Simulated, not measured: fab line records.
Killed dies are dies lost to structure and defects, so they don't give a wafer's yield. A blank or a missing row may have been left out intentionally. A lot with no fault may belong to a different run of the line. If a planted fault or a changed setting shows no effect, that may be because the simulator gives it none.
Struck lot and sound lot, side by side + flow gf180mcu + 14 out of 602 route steps
Sound: the wafers L686.1, L686.3, L686.6. The struck wafers were L694.2, L694.3, L694.6. The cause is given at the end.
For every step that has rows: the tool of each side, followed by ch and its chambers, followed by its first start. Under that, the readings that differ: sound wafers + struck wafers + difference of the means + sigmas: that difference in standard deviations of wafers without a fault.
alike: same words and numbers on both sides, and readings whose means sit less than 2 such deviations apart. not compared: any withheld reading, any reading some wafer has no value for, any bound like >300 that may hide the same value, and any number with overlapping values for which the record gives no deviation.
A row with sigmas, a row that says differs or no value, or rows on one side alone: a step with any of these is where the two part. Numbers that don't overlap but have no deviation are shown without sigmas and don't part them. A reading that every wafer of one side lacks parts them only if that side has two wafers or more.

first, 2 steps without rows for these wafers: GF_HV_LDD_PEB_17; GF_HV_LDD_DEVELOP_18 (develop time 60 s).
GF_HV_LDD_CD_MEAS_19: target cd 400 nm.
  sound on cd sem-02, day 12 03:18; struck on cd sem-02, day 14 20:43
  alike: cd nm
GF_HV_LDD_OVL_MEAS_20:
  sound on overlay-02, day 12 03:25; struck on overlay-02, day 14 20:50
  alike: HV_LDD_01_OVL
following that, these wafers have no rows for 1 step: GF_HV_LDD_IMPLANT_21.
GF_HV_LDD_STRIP_22: strips in O2/N2.
  sound on plasma asher-03 ch 0,1, day 12 03:37; struck on plasma asher-01 ch 0,1, day 14 21:01
  alike: drypump motor current A, heater power w, oes product au, strip time to endpoint s
  not compared: rf hours counter h
GF_HV_LDD_TW_MEAS_23:
  sound on film metro-03, day 12 03:43; struck on film metro-03, day 14 21:07
  alike: HV_LDD_2_TW
then, 5 steps without rows for these wafers: GF_HV_LDD_DEHYDRATE_24 (time 60 s); GF_HV_LDD_HMDS_25 (prime time 60 s); GF_HV_LDD_COAT_26 (resist thk 1000 nm); GF_HV_LDD_SOFTBAKE_27 (time 60 s); GF_HV_LDD_EXPOSE_28 (exposes mask Nplus HV AREA, target cd 400 nm).
GF_HV_LDD_PEB_29:
  sound on litho track-01 ch 0, day 12 22:48; struck on litho track-01, day 15 18:13
| reading         | sound          | struck | difference                    | sigmas |
|-----------------|----------------|--------|-------------------------------|--------|
| exhaust pa (Pa) | 44.1 43.9 44.5 | - - -  | no value on the struck wafers |        |
  not compared: chill plate temp C
then, 1 step without rows for these wafers: GF_HV_LDD_DEVELOP_30 (develop time 60 s).

## WHERE THEY PART
GF_HV_LDD_PEB_29 only, going by this record.

WHY: whatever the simulator had introduced
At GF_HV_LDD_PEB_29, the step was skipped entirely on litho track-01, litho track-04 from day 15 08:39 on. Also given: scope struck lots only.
